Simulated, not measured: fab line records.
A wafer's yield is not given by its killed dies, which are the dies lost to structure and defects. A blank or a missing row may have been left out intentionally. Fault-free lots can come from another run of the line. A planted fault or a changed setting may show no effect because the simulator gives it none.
What tool caused it? -- flow sky130 -- 24 lots with 72 wafers sampled at 3 steps, on a route of 708 steps

## WHAT THE GAUGES READ, wafer by wafer
SKY_VT_ADJUST_LVTN_OVL_MEAS_07. Usual: for VT_ADJUST_LVTN_OVL the level is -1.1 nm and the standard deviation is 1.5.
lot,measured,on,VT_ADJUST_LVTN_OVL (nm),flag
L074,day 7 03:17,overlay-02,-0.1 1.1 1.0,
L075,day 7 07:55,overlay-01,0.1 -2.5 -1.1,
L076,day 7 14:39,overlay-02,-0.4 0.9 -0.6,
L077,day 7 23:35,overlay-01,0.0 1.7 -2.2,
L078,day 8 02:11,overlay-01,-3.0 -1.3 -1.9,
L079,day 8 07:49,overlay-02,-2.8 -3.8 -4.3,
L080,day 8 13:46,overlay-01,-1.6 -1.0 -1.4,
L081,day 8 18:14,overlay-01,-0.8 -2.5 -1.1,
L082,day 9 09:17,overlay-01,-2.5 -0.8 -1.1,
L083,day 9 10:49,overlay-02,-0.8 -1.3 -3.0,
L084,day 9 18:14,overlay-02,-0.2 0.8 -0.5,
L085,day 9 20:31,overlay-02,0.3 2.2 -0.5,
L086,day 10 01:49,overlay-01,-0.6 -3.2 0.6,
L087,day 10 09:07,overlay-01,-2.2 -0.4 -0.5,
L088,day 10 16:50,overlay-01,-2.2 -2.2 -2.7,
L089,day 10 22:31,overlay-02,-0.2 -1.4 0.3,
L090,day 11 06:52,overlay-02,-1.8 0.0 -2.6,
L092,day 11 21:16,overlay-02,-0.8 -4.6 -3.2,
L091,day 11 22:25,overlay-01,-2.6 -0.7 -2.5,
L093,day 12 02:55,overlay-01,-2.3 -3.0 -1.0,
L094,day 12 11:49,overlay-02,1.5 0.7 -0.7,
L096,day 13 01:28,overlay-02,-0.5 -0.5 -1.1,
L095,day 13 01:49,overlay-02,1.7 0.8 1.5,
L097,day 13 15:59,overlay-01,-0.7 -2.3 -1.8,

SKY_LDD_HVP_TW_MEAS_10. Usual: for LDD_HVP_TW the level is 456 and the standard deviation is 3.8.
lot,measured,on,LDD_HVP_TW,flag
L074,day 21 19:38,film_metro-04,452 452 450,
L075,day 22 05:51,film_metro-03,460 460 459,
L076,day 22 13:09,film_metro-03,458 459 461,
L077,day 23 05:38,film_metro-04,450 451 451,
L078,day 24 02:50,film_metro-04,450 448 451,
L079,day 24 01:56,film_metro-02,453 455 455,
L080,day 24 02:38,film_metro-03,458 461 461,
L081,day 24 08:08,film_metro-04,448 448 449,
L082,day 25 03:32,film_metro-02,454 456 458,
L083,day 25 05:08,film_metro-02,458 457 456,
L084,day 25 19:56,film_metro-02,455 457 453,
L085,day 25 19:00,film_metro-03,460 459 460,
L086,day 26 01:08,film_metro-03,464 464 463,
L087,day 26 11:22,film_metro-04,453 453 452,
L088,day 26 19:53,film_metro-04,452 457 451,
L089,day 27 05:56,film_metro-04,456 454 457,
L090,day 27 15:18,film_metro-02,454 456 457,
L092,day 28 08:49,film_metro-03,459 461 458,
L091,day 28 10:35,film_metro-02,459 459 460,
L093,day 28 16:11,film_metro-03,456 460 460,
L094,day 29 00:20,film_metro-03,458 460 458,
L096,day 29 10:41,film_metro-03,457 458 458,
L095,day 29 16:13,film_metro-03,456 457 456,
L097,day 30 06:53,film_metro-04,452 451 450,

SKY_METAL2_OVL_MEAS_16. Usual: for METAL2_OVL the level is 4 nm and the standard deviation is 6.1.
lot,measured,on,METAL2_OVL (nm),flag
L074,day 35 11:49,overlay-02,1 5 2,
L075,day 35 21:50,overlay-01,-2 -1 2,
L076,day 36 02:20,overlay-01,4 6 9,
L077,day 36 17:03,overlay-02,2 8 -4,
L078,day 37 13:16,overlay-02,5 8 7,
L079,day 37 12:55,overlay-02,8 7 5,
L080,day 37 13:04,overlay-02,1 6 4,
L081,day 37 16:19,overlay-02,9 11 16,
L082,day 38 11:16,overlay-02,0 -6 4,
L083,day 38 14:25,overlay-02,9 13 10,
L084,day 39 01:13,overlay-02,8 5 1,
L085,day 38 19:52,overlay-02,6 7 -2,
L086,day 39 05:20,overlay-02,0 0 0,
L087,day 39 15:08,overlay-02,-1 0 -6,
L088,day 39 20:31,overlay-02,7 3 11,
L089,day 40 05:46,overlay-01,-8 -8 -7,
L090,day 40 12:20,overlay-01,16 10 8,
L092,day 41 03:08,overlay-02,11 4 7,
L091,day 41 06:52,overlay-02,8 8 10,
L093,day 41 08:43,overlay-01,2 -5 2,
L094,day 41 17:13,overlay-02,2 0 3,
L096,day 42 00:16,overlay-02,8 10 2,
L095,day 42 05:55,overlay-01,3 -2 -3,
L097,day 42 18:58,overlay-02,8 11 8,

## TOOL THAT RAN EACH LOT (tool first, then ch and the chambers of the sampled wafers, then the start)
The record holds no process step before these readings.

## WHAT THE TOOLS THEMSELVES READ (means of the sampled wafers that have a number; where no wafer has one, the mark that the record gives instead)
The record holds no such reading with a usual standard deviation.

## THE ANSWER, worked out from the rows above alone
Rule: a lot counts as off when the mean over its wafers that have a number is more than 3 standard deviations away from the usual mean. Also off: a lot with no number at a reading for which 4 or more lots have one. All remaining lots with rows at the step are treated as sound. First the gauges in route order, then the tools' own readings, where a lot's mean is used as printed above. The first step at which some lot is off is used, and at that step the reading that is off furthest; a lot without a number counts as furthest.
No lot is off at any reading shown: from this, nothing can be told.

## WHAT THE SIMULATOR HAD PUT IN
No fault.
